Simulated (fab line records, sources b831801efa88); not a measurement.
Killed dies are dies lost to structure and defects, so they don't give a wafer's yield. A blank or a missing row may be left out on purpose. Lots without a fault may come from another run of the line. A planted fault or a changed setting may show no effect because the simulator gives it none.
fab line records | flow gf180mcu
record lots=6 wafers=18 last_day=34
route steps=602 shown TOP_METAL@571
lots that met no fault: from a run of the same line without faults
start_h: hours from the record's first day to the start of the lot's first wafer shown | wait_h: hours since the lot's step before | " the same as in the row above | L1.1+2: a row that stands for several wafers | - no value, or no start given | * or withheld: withheld | < > ~ a bound
route shown NAME@n: a module of which the file shows steps, and the number in the route of the first | usual: mean/standard deviation of fault-free wafers | same: alike in all rows | chamber/n: place in a boat | sites: the reading at each site | _std_site: their standard deviation | _edge_site: outer sites' mean less inner sites' | radius_mm: how far each site lies from the wafer's centre | mask NAME#n: copy n | behind: the tool/chamber that last shaped the wafer | hold: why the lot was held/for how many hours/how that ended | device: the transistor (n, p or np) that didn't switch | end of line: the same wafers' tests at the end of the route | a step without rows: its recipe alone | killed: dies lost to structure and defects at the first sort, not the wafer's yield | map: a wafer's dies, x killed, . not, _ none there
set.NAME: the setting as run; set.NAME@STEP: as run at that earlier step | model.NAME: the simulator's own value behind a step, which no gauge read
lots at some steps of the route; a table a step, a row a wafer
services: from which hour (start_h, from the record's first day; less than 0 if before it) a tool's chamber was out of use, for how many hours, and why
## steps
# step GF_TOP_METAL_SPUTTER_04
# recipe material=TiN target_thk_nm=25 power_w=6500 time_s=20.8 chamber_pressure_pa=0.4
# usual cathode_dc_power_W=6500.2/1.3 throttle_valve_pct=29.3/1.1
# columns lot.wafer tool chamber start_h wait_h cathode_dc_power_W throttle_valve_pct
L272.1 pvd_sputter-03 - 652.99 0.0 6501.1 28.7
L272.2 " - " " 6499.4 30.8
L272.6 " - " " 6499.9 27.3
L274.2 pvd_sputter-02 - 663.34 0.0 6498.1 30.8
L274.3 " - " " 6496.9 29.9
L274.6 " - " " 6500.6 29.3
L281.1 pvd_sputter-04 - 723.60 0.0 6500.4 27.9
L281.5 " - " " 6500.5 29.0
L281.6 " - " " 6501.5 28.1
L283.2 pvd_sputter-03 - 738.01 0.0 6501.0 28.9
L283.3 " - " " 6498.8 29.2
L283.5 " - " " 6500.0 30.5
L290.1 pvd_sputter-04 - 772.40 0.0 6500.4 29.2
L290.3 " - " " 6500.1 28.4
L290.6 " - " " 6499.6 29.1
L291.1 pvd_sputter-02 - 778.06 0.0 6498.8 29.4
L291.2 " - " " 6498.6 29.9
L291.5 " - " " 6503.6 29.8
# step GF_TOP_METAL_RS_MEAS_05
# recipe thk_meas_gauge=four-point-probe reads=TiN_of_TOP_METAL_SPUTTER_04+Ti_of_TOP_METAL_SPUTTER_03+AlCu_of_TOP_METAL_SPUTTER_02+TiN_of_TOP_METAL_SPUTTER_01+Ti_of_TOP_METAL_SPUTTER_00
# usual TOP_METAL_ALCU_RS=0.0323/0.00042
# columns lot.wafer tool chamber start_h wait_h TOP_METAL_ALCU_RS[ohm/sq]
L272.1 film_metro-01 - 653.02 0.0 0.0330
L272.2 " - " " 0.0330
L272.6 " - " " 0.0328
L274.2 film_metro-04 - 663.39 0.0 0.0328
L274.3 " - " " 0.0330
L274.6 " - " " 0.0325
L281.1 film_metro-04 - 723.62 0.0 0.0324
L281.5 " - " " 0.0325
L281.6 " - " " 0.0324
L283.2 film_metro-04 - 738.05 0.0 0.0324
L283.3 " - " " 0.0321
L283.5 " - " " 0.0322
L290.1 film_metro-04 - 772.43 0.0 0.0325
L290.3 " - " " 0.0327
L290.6 " - " " 0.0325
L291.1 film_metro-01 - 778.09 0.0 0.0318
L291.2 " - " " 0.0319
L291.5 " - " " 0.0318
# step GF_TOP_METAL_THK_MEAS_06
# recipe thk_meas_gauge=xrf reads=AlCu_of_TOP_METAL_SPUTTER_02
# usual TOP_METAL_ALCU_THK=904/11
# columns lot.wafer tool chamber start_h wait_h TOP_METAL_ALCU_THK[nm]
L272.1 film_metro-01 - 653.14 0.1 890
L272.2 " - " " 893
L272.6 " - " " 902
L274.2 film_metro-04 - 663.50 0.1 890
L274.3 " - " " 889
L274.6 " - " " 898
L281.1 film_metro-04 - 723.74 0.1 903
L281.5 " - " " 896
L281.6 " - " " 900
L283.2 film_metro-04 - 738.16 0.1 904
L283.3 " - " " 907
L283.5 " - " " 902
L290.1 film_metro-04 - 772.55 0.1 895
L290.3 " - " " 893
L290.6 " - " " 897
L291.1 film_metro-01 - 778.21 0.1 922
L291.2 " - " " 923
L291.5 " - " " 925
# step GF_TOP_METAL_DEHYDRATE_07
# recipe temp_c=200 time_s=60
# step GF_TOP_METAL_HMDS_08
# recipe prime_time_s=60 prime_temp_c=120
# step GF_TOP_METAL_COAT_09
# recipe resist=NOVOLAK spin_rpm=3000 resist_thk_nm=1500
# step GF_TOP_METAL_SOFTBAKE_10
# recipe temp_c=90 time_s=60 resist=NOVOLAK
# step GF_TOP_METAL_EXPOSE_11
# recipe mask_id=MetalTop target_cd_nm=440 na=0.6 source_shape=conventional sigma_outer=0.6 dose_mj=170
# step GF_TOP_METAL_PEB_12
# recipe temp_c=withheld time_s=* resist=NOVOLAK
# step GF_TOP_METAL_DEVELOP_13
# recipe develop_time_s=60 dev_temp_c=23
# step GF_TOP_METAL_CD_MEAS_14
# recipe target_cd_nm=440
# usual cd_nm=440.1/2
# columns lot.wafer tool chamber start_h wait_h cd_nm
L272.1 cd_sem-02 - 672.87 0.1 437.7
L272.2 " - " " 438.6
L272.6 " - " " 438.1
L274.2 cd_sem-02 - 682.62 0.1 438.3
L274.3 " - " " 439.4
L274.6 " - " " 437.0
L281.1 cd_sem-01 - 740.58 0.1 439.5
L281.5 " - " " 439.5
L281.6 " - " " 438.3
L283.2 cd_sem-02 - 754.45 0.1 442.2
L283.3 " - " " 439.2
L283.5 " - " " 440.9
L290.1 cd_sem-02 - 787.97 0.1 443.3
L290.3 " - " " 441.4
L290.6 " - " " 442.5
L291.1 cd_sem-01 - 793.15 0.1 439.8
L291.2 " - " " 441.2
L291.5 " - " " 439.6
# step GF_TOP_METAL_OVL_MEAS_15
# usual TOP_METAL_OVL=-0.5/1.5
# columns lot.wafer tool chamber start_h wait_h TOP_METAL_OVL[nm]
L272.1 overlay-02 - 672.99 0.1 -1.4
L272.2 " - " " -2.1
L272.6 " - " " -0.1
L274.2 overlay-02 - 682.73 0.1 0.9
L274.3 " - " " 0.1
L274.6 " - " " 0.1
L281.1 overlay-01 - 740.70 0.1 0.5
L281.5 " - " " -0.7
L281.6 " - " " 1.1
L283.2 overlay-01 - 754.56 0.1 -2.7
L283.3 " - " " -4.0
L283.5 " - " " -3.3
L290.1 overlay-02 - 788.09 0.1 3.3
L290.3 " - " " 2.0
L290.6 " - " " 0.1
L291.1 overlay-01 - 793.27 0.1 -1.6
L291.2 " - " " -2.7
L291.5 " - " " -3.2
# step GF_TOP_METAL_METAL_ETCH_16
# recipe chemistry=Cl2/BCl3 mask_material=NOVOLAK target_depth_nm=1197 stop_on=SiO2 pressure_mtorr=8 icp_w=800 bias_w=140 Cl2_flow_sccm=80 bcl3_flow_sccm=40 time_s=199.5
# usual chamber_pressure_mTorr=8.001/0.0066 drypump_motor_current_A=5.4/0.38 oes_product_au=0.987/0.0072 run_length_s=228.2/0.76 throttle_valve_pct=28.234/0.0095
# columns lot.wafer tool chamber start_h wait_h chamber_pressure_mTorr drypump_motor_current_A oes_product_au rf_hours_counter_h run_length_s throttle_valve_pct model.NOVOLAK_of_TOP_METAL_COAT_09.thk_nm
L272.1 rie_metal-02 0 673.03 0.0 7.992 5.1 0.986 6 227.9 28.244 1035
L272.2 " 1 " " 7.997 4.8 0.987 3 228.2 28.235 1018
L272.6 " 1 " " 8.009 4.7 0.992 - 227.9 28.243 1021
L274.2 rie_metal-03 0 682.76 0.0 7.985 5.8 0.970 12 228.5 28.245 1037
L274.3 " 1 " " 7.998 5.7 0.999 - 227.2 28.229 1022
L274.6 " 0 " " 7.993 5.8 0.978 - 228.8 28.261 1038
L281.1 rie_metal-02 0 740.74 0.0 7.995 5.1 0.975 9 171.8 28.248 1176
L281.5 " 0 " " 8.007 5.1 0.972 - 171.7 28.243 1174
L281.6 " 1 " " 8.006 4.7 0.989 - 228.2 28.237 1036
L283.2 rie_metal-02 0 754.59 0.0 8.000 5.1 0.997 10 171.8 28.222 1165
L283.3 " 1 " " 7.996 4.8 0.990 - 227.9 28.218 1029
L283.5 " 1 " " 8.005 4.8 0.981 - 228.3 28.223 1030
L290.1 rie_metal-04 1 788.12 0.0 8.009 5.7 0.989 7 228.2 28.242 1020
L290.3 " 0 " " 8.006 5.5 0.986 - 228.4 28.228 1014
L290.6 " 0 " " 7.993 5.6 0.991 - 228.0 28.236 1014
L291.1 rie_metal-04 0 793.30 0.0 8.008 5.5 0.995 11 228.1 28.226 1022
L291.2 " 1 " " 8.008 5.7 0.988 7 228.2 28.227 1027
L291.5 " 0 " " 7.993 5.5 0.984 - 228.3 28.239 1032
# step GF_TOP_METAL_STRIP_17
# recipe chemistry=O2/N2 power_w=1400 pressure_mtorr=1500 platen_temp_c=250 o2_flow_sccm=3000 n2_flow_sccm=300 overash_fraction=0.5
# usual chamber_pressure_mTorr=1499.8/1.3 drypump_motor_current_A=5.7/0.62 heater_power_w=339/32 n2_flow_sccm=300.0/1 oes_product_au=0.710/0.0046 strip_time_to_endpoint_s=12.96/0.096
# columns lot.wafer tool chamber start_h wait_h chamber_pressure_mTorr drypump_motor_current_A heater_power_w n2_flow_sccm oes_product_au rf_hours_counter_h strip_time_to_endpoint_s
L272.1 plasma_asher-01 0 673.22 0.1 1503.1 5.3 328 299.3 0.702 25 13.08
L272.2 " 1 " " 1501.0 5.3 382 300.4 0.710 25 12.89
L272.6 " 1 " " 1499.1 5.3 372 299.9 0.708 - 12.89
L274.2 plasma_asher-01 1 682.95 0.1 1499.6 5.3 389 298.6 0.712 26 13.11
L274.3 " 1 " " 1499.8 5.3 380 299.8 0.710 - 12.92
L274.6 " 0 " " 1498.9 5.3 323 298.6 0.710 - 13.11
L281.1 plasma_asher-02 0 740.93 0.1 1499.9 4.9 306 298.9 0.708 67 14.66
L281.5 " 1 " " 1499.5 6.8 285 299.9 0.712 - 14.64
L281.6 " 0 " " 1500.8 5.0 315 300.0 0.716 - 13.08
L283.2 plasma_asher-01 0 754.78 0.1 1499.6 5.3 327 299.4 0.712 35 14.54
L283.3 " 0 " " 1501.8 5.3 329 299.9 0.702 - 12.99
L283.5 " 1 " " 1499.8 5.3 377 299.9 0.714 - 13.03
L290.1 plasma_asher-04 1 788.32 0.1 1501.2 6.6 351 300.1 0.715 101 12.89
L290.3 " 0 " " 1500.3 5.8 337 299.3 0.710 - 12.81
L290.6 " 0 " " 1500.2 5.7 334 300.0 0.712 - 12.83
L291.1 plasma_asher-04 0 793.50 0.1 1501.9 5.8 332 300.7 0.713 102 12.93
L291.2 " 1 " " 1500.5 6.6 351 300.4 0.708 102 12.99
L291.5 " 0 " " 1499.4 5.8 340 298.3 0.708 - 13.04
# step GF_TOP_METAL_STRIP_18
# recipe chemistry=post_etch_residue_remover time_s=1200 temp_c=72.5
## services
# columns tool chamber start_h hours kind
pvd_sputter-04 - 633.18 7.0 repair
rie_metal-04 1 634.00 2.6 repair
pvd_sputter-02 3 636.20 - consumable_replace:kit
pvd_sputter-02 3 636.20 18.0 scheduled_down
pvd_sputter-02 3 636.20 18.0 vent_cycle
rie_metal-04 1 636.63 - clean
rie_metal-04 1 636.63 13.7 scheduled_down
rie_metal-04 1 636.63 13.7 vent_cycle
rie_metal-03 - 648.82 4.3 pm
pvd_sputter-04 - 670.59 1.0 repair
pvd_sputter-03 1 673.83 - consumable_replace:kit
pvd_sputter-03 1 673.83 18.0 scheduled_down
pvd_sputter-03 1 673.83 18.0 vent_cycle
plasma_asher-02 - 684.25 1.3 repair
rie_metal-03 - 686.91 4.0 pm
pvd_sputter-04 - 696.37 0.8 repair
pvd_sputter-03 - 703.22 10.0 repair
plasma_asher-04 - 705.60 12.2 repair
pvd_sputter-04 - 713.75 3.9 repair
rie_metal-03 - 714.64 0.5 repair
pvd_sputter-02 2 722.04 - consumable_replace:kit
rie_metal-02 1 760.39 3.1 repair
rie_metal-04 - 785.50 0.9 repair
pvd_sputter-04 - 790.35 8.1 repair
## key
first_sign step=GF_TOP_METAL_METAL_ETCH_16 reading=run_length_s direction=down sigmas=74 usual=* struck=*
effect step=GF_TOP_METAL_STRIP_17 reading=strip_time_to_endpoint_s direction=up sigmas=17 usual=* struck=*
model_effect step=GF_TOP_METAL_METAL_ETCH_16 value=NOVOLAK_of_TOP_METAL_COAT_09.thk_nm without=1041 struck=1172
met_at GF_TOP_METAL_METAL_ETCH_16
struck_wafers L281.1,L281.5,L283.2
later_rows_left_out L281.1,L281.5,L283.2
sort_left_out L281.1,L281.5,L283.2
onset_between 673.03 740.74
fault kind=process_parameter_drift tool=rie_metal-02 chamber=0 onset_h=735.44 steps=GF_TOP_METAL_METAL_ETCH_16 channel=time_s offset=* shape=step end_h=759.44 acts_in=* stated=*
# sort_left_out: the simulated sort isn't trusted on such a fault, so these wafers' sort isn't shown, and their yield isn't known
# later_rows_left_out: the simulator's readings of these wafers behind a module that went badly wrong aren't trusted and aren't shown, but for the sort
